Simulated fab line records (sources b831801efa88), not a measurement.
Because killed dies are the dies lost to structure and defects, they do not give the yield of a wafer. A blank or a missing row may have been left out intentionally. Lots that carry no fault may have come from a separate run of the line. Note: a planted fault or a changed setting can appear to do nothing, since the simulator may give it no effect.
Matching of chambers    flow sky130    SKY_CAPM_CVD_00 on pecvd-01: 3 sister chambers
The step deposits SiO2, target thk 15.5 nm. 3 wafers are shown with their chamber, then 12 later ones without.

## WAFERS, EACH WITH ITS CHAMBER
wafer   chamber  heaterPowerW (W)
L089.1  2        704
L089.2  0        734
L089.6  1        541

## WAFERS MISSING THEIR CHAMBER
wafer   heaterPowerW (W)
L090.4  711
L090.5  759
L090.6  490
L094.1  518
L094.2  719
L094.3  763
L094.4  525
L094.5  696
L094.6  780
L097.1  530
L097.2  781
L097.6  780

## EACH ONE'S CHAMBER
wafer   from the rows above      in truth
L090.4  can't be placed: 2 or 0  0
L090.5  can't be placed: 0 or 2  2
L090.6  1                        1
L094.1  1                        1
L094.2  can't be placed: 0 or 2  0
L094.3  can't be placed: 0 or 2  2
L094.4  1                        1
L094.5  can't be placed: 2 or 0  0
L094.6  can't be placed: 0 or 2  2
L097.1  1                        1
L097.2  can't be placed: 0 or 2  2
L097.6  can't be placed: 0 or 2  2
4 of 12 placed correctly. From these rows, 8 cannot be placed; in 8 the true chamber is one of the candidates. Wrongly placed: 0.
How it was worked out, from the rows above alone: a wafer's distance from a chamber is the root of the sum, over the readings, of the square of ((its reading less the chamber's mean) divided by the reading's scatter). The wafer belongs to the nearest chamber; if the next one is less than 2 further off, it can't be placed. A chamber's mean is the mean of its shown wafers. The scatter: root of mean squared gap, hidden wafer to nearest shown wafer, with one shown wafer a chamber.
